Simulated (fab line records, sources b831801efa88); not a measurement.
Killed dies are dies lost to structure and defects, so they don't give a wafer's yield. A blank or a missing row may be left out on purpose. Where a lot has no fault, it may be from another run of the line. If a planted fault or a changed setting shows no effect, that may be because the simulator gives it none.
Tool commonality check || flow gf180mcu || Lots sampled 11, wafers sampled 33

## WHY IT WAS OPENED
Of 11 lots, 1 have the reading VT_IMPLANT_3_TW flagged at GF_VT_IMPLANT_TW_MEAS_32. Wafers without a fault read 268, standard deviation 4.6.
Rule: a lot is flagged when every wafer of it that has a number lies more than 4 standard deviations from that mean, or none has a number. The rest of the lots are taken to be sound.

{"lot": "L741", "measured": "day 6 23:55", "on": "film-metro-02", "VT_IMPLANT_3_TW, wafer by wafer": "275 274 275", "flag": ""}
{"lot": "L742", "measured": "day 7 07:31", "on": "film-metro-04", "VT_IMPLANT_3_TW, wafer by wafer": "269 269 269", "flag": ""}
{"lot": "L744", "measured": "day 8 00:16", "on": "film-metro-04", "VT_IMPLANT_3_TW, wafer by wafer": "270 270 269", "flag": ""}
{"lot": "L746", "measured": "day 8 17:02", "on": "film-metro-03", "VT_IMPLANT_3_TW, wafer by wafer": "261 263 262", "flag": ""}
{"lot": "L749", "measured": "day 9 13:43", "on": "film-metro-04", "VT_IMPLANT_3_TW, wafer by wafer": "269 268 270", "flag": ""}
{"lot": "L750", "measured": "day 9 17:54", "on": "film-metro-03", "VT_IMPLANT_3_TW, wafer by wafer": "265 265 265", "flag": ""}
{"lot": "L751", "measured": "day 9 23:38", "on": "film-metro-02", "VT_IMPLANT_3_TW, wafer by wafer": "276 273 273", "flag": ""}
{"lot": "L755", "measured": "day 10 22:48", "on": "film-metro-04", "VT_IMPLANT_3_TW, wafer by wafer": "42 42 42", "flag": "FLAGGED"}
{"lot": "L759", "measured": "day 12 02:23", "on": "film-metro-02", "VT_IMPLANT_3_TW, wafer by wafer": "273 271 272", "flag": ""}
{"lot": "L762", "measured": "day 12 21:27", "on": "film-metro-02", "VT_IMPLANT_3_TW, wafer by wafer": "274 273 273", "flag": ""}
{"lot": "L763", "measured": "day 13 06:07", "on": "film-metro-03", "VT_IMPLANT_3_TW, wafer by wafer": "262 262 262", "flag": ""}
The mean of the flagged lots' numbers is 42, -226 from the usual (-49 standard deviations).

## WHICH TOOL RAN EACH LOT
The record holds 3 process steps before the reading, out of a route of 602 steps. Each cell gives the tool, then ch followed by the chambers the sampled wafers passed through, then the start.
{"lot": "L741", "flag": "", "GF_MVSD_STRIP_10": "plasma-asher-02 ch 0,1, day 4 13:59", "GF_VT_IMPLANT_STRIP_20": "plasma-asher-01 ch 0,1, day 6 08:23", "GF_VT_IMPLANT_STRIP_31": "plasma-asher-04 ch 0,1, day 6 23:50"}
{"lot": "L742", "flag": "", "GF_MVSD_STRIP_10": "plasma-asher-02 ch 0,1, day 4 20:32", "GF_VT_IMPLANT_STRIP_20": "plasma-asher-04 ch 0,1, day 6 15:52", "GF_VT_IMPLANT_STRIP_31": "plasma-asher-02 ch 0,1, day 7 07:26"}
{"lot": "L744", "flag": "", "GF_MVSD_STRIP_10": "plasma-asher-02 ch 0, day 5 10:46", "GF_VT_IMPLANT_STRIP_20": "plasma-asher-02 ch 0,1, day 7 08:22", "GF_VT_IMPLANT_STRIP_31": "plasma-asher-02 ch 0,1, day 8 00:09"}
{"lot": "L746", "flag": "", "GF_MVSD_STRIP_10": "plasma-asher-03 ch 0,1, day 6 01:46", "GF_VT_IMPLANT_STRIP_20": "plasma-asher-01 ch 0,1, day 8 00:41", "GF_VT_IMPLANT_STRIP_31": "plasma-asher-04 ch 0,1, day 8 16:56"}
{"lot": "L749", "flag": "", "GF_MVSD_STRIP_10": "plasma-asher-02 ch 0,1, day 6 19:41", "GF_VT_IMPLANT_STRIP_20": "plasma-asher-01 ch 0,1, day 8 20:23", "GF_VT_IMPLANT_STRIP_31": "plasma-asher-04 ch 0,1, day 9 13:37"}
{"lot": "L750", "flag": "", "GF_MVSD_STRIP_10": "plasma-asher-01 ch 0,1, day 6 22:31", "GF_VT_IMPLANT_STRIP_20": "plasma-asher-04 ch 0,1, day 9 00:34", "GF_VT_IMPLANT_STRIP_31": "plasma-asher-04 ch 0,1, day 9 17:47"}
{"lot": "L751", "flag": "", "GF_MVSD_STRIP_10": "plasma-asher-03 ch 0,1, day 7 04:28", "GF_VT_IMPLANT_STRIP_20": "plasma-asher-02 ch 0,1, day 9 06:05", "GF_VT_IMPLANT_STRIP_31": "plasma-asher-01 ch 0,1, day 9 23:32"}
{"lot": "L755", "flag": "FLAGGED", "GF_MVSD_STRIP_10": "plasma-asher-02 ch 0,1, day 8 01:31", "GF_VT_IMPLANT_STRIP_20": "plasma-asher-01 ch 0,1, day 10 04:29", "GF_VT_IMPLANT_STRIP_31": "plasma-asher-04 ch 0,1, day 10 22:42"}
{"lot": "L759", "flag": "", "GF_MVSD_STRIP_10": "plasma-asher-01 ch 0,1, day 9 01:53", "GF_VT_IMPLANT_STRIP_20": "plasma-asher-04 ch 0,1, day 11 07:21", "GF_VT_IMPLANT_STRIP_31": "plasma-asher-01 ch 0,1, day 12 02:17"}
{"lot": "L762", "flag": "", "GF_MVSD_STRIP_10": "plasma-asher-03 ch 0,1, day 9 18:40", "GF_VT_IMPLANT_STRIP_20": "plasma-asher-04 ch 0, day 12 01:21", "GF_VT_IMPLANT_STRIP_31": "plasma-asher-02 ch 0,1, day 12 21:20"}
{"lot": "L763", "flag": "", "GF_MVSD_STRIP_10": "plasma-asher-02 ch 0,1, day 10 03:11", "GF_VT_IMPLANT_STRIP_20": "plasma-asher-04 ch 0,1, day 12 10:04", "GF_VT_IMPLANT_STRIP_31": "plasma-asher-02 ch 0,1, day 13 06:02"}
What the steps here do:
- GF_MVSD_STRIP_10: strips in O2/N2.
- GF_VT_IMPLANT_STRIP_20: strips in O2/N2.
- GF_VT_IMPLANT_STRIP_31: strips in O2/N2.
- GF_VT_IMPLANT_TW_MEAS_32

## FLAGGED AGAINST TOTAL, ONE TOOL AT A TIME (gauges that did the reading follow at the end)
{"step": "GF_MVSD_STRIP_10", "tool": "plasma-asher-01", "lots run": 2, "flagged": 0, "share of the flagged lots": "none", "sound lots run after its first flagged lot": "-"}
{"step": "GF_MVSD_STRIP_10", "tool": "plasma-asher-02", "lots run": 6, "flagged": 1, "share of the flagged lots": "all", "sound lots run after its first flagged lot": "1 (L763)"}
{"step": "GF_MVSD_STRIP_10", "tool": "plasma-asher-03", "lots run": 3, "flagged": 0, "share of the flagged lots": "none", "sound lots run after its first flagged lot": "-"}
{"step": "GF_VT_IMPLANT_STRIP_20", "tool": "plasma-asher-01", "lots run": 4, "flagged": 1, "share of the flagged lots": "all", "sound lots run after its first flagged lot": 0}
{"step": "GF_VT_IMPLANT_STRIP_20", "tool": "plasma-asher-02", "lots run": 2, "flagged": 0, "share of the flagged lots": "none", "sound lots run after its first flagged lot": "-"}
{"step": "GF_VT_IMPLANT_STRIP_20", "tool": "plasma-asher-04", "lots run": 5, "flagged": 0, "share of the flagged lots": "none", "sound lots run after its first flagged lot": "-"}
{"step": "GF_VT_IMPLANT_STRIP_31", "tool": "plasma-asher-01", "lots run": 2, "flagged": 0, "share of the flagged lots": "none", "sound lots run after its first flagged lot": "-"}
{"step": "GF_VT_IMPLANT_STRIP_31", "tool": "plasma-asher-02", "lots run": 4, "flagged": 0, "share of the flagged lots": "none", "sound lots run after its first flagged lot": "-"}
{"step": "GF_VT_IMPLANT_STRIP_31", "tool": "plasma-asher-04", "lots run": 5, "flagged": 1, "share of the flagged lots": "all", "sound lots run after its first flagged lot": 0}
{"step": "GF_VT_IMPLANT_TW_MEAS_32", "tool": "film-metro-02", "lots run": 4, "flagged": 0, "share of the flagged lots": "none", "sound lots run after its first flagged lot": "-"}
{"step": "GF_VT_IMPLANT_TW_MEAS_32", "tool": "film-metro-03", "lots run": 3, "flagged": 0, "share of the flagged lots": "none", "sound lots run after its first flagged lot": "-"}
{"step": "GF_VT_IMPLANT_TW_MEAS_32", "tool": "film-metro-04", "lots run": 4, "flagged": 1, "share of the flagged lots": "all", "sound lots run after its first flagged lot": 0}

## WHAT THE TABLE PERMITS
4 rows of the table ran every flagged lot: plasma-asher-02 at GF_MVSD_STRIP_10, plasma-asher-01 at GF_VT_IMPLANT_STRIP_20, plasma-asher-04 at GF_VT_IMPLANT_STRIP_31, film-metro-04 at GF_VT_IMPLANT_TW_MEAS_32.
- plasma-asher-02 at GF_MVSD_STRIP_10: 1 of its 6 lots flagged. After the first flagged lot (L763), sound lots still ran on it; a lasting fault on the whole tool would not permit that.
- plasma-asher-01 at GF_VT_IMPLANT_STRIP_20: 1 of its 4 lots flagged. Its last sound lot is L749 (day 8 20:23), its first flagged lot L755 (day 10 04:29): a fault that began between those two fits. Its own readings lie more than 4 standard deviations out on every wafer of the flagged lots: oes-product-au.
- plasma-asher-04 at GF_VT_IMPLANT_STRIP_31: 1 of its 5 lots flagged. Its last sound lot is L750 (day 9 17:47), its first flagged lot L755 (day 10 22:42): a fault that began between those two fits. Its own readings lie more than 4 standard deviations out on every wafer of the flagged lots: strip-time-to-endpoint-s.
- film-metro-04 at GF_VT_IMPLANT_TW_MEAS_32: 1 of its 4 lots flagged. Its last sound lot is L749 (day 9 13:43), its first flagged lot L755 (day 10 22:48): a fault that began between those two fits.
Because each of these 3 tools fits a fault that began at some hour, counting lots does not separate them. More lots, or a look at what each step does to the wafer, might.

## WHAT THE SIMULATOR HAD INSERTED
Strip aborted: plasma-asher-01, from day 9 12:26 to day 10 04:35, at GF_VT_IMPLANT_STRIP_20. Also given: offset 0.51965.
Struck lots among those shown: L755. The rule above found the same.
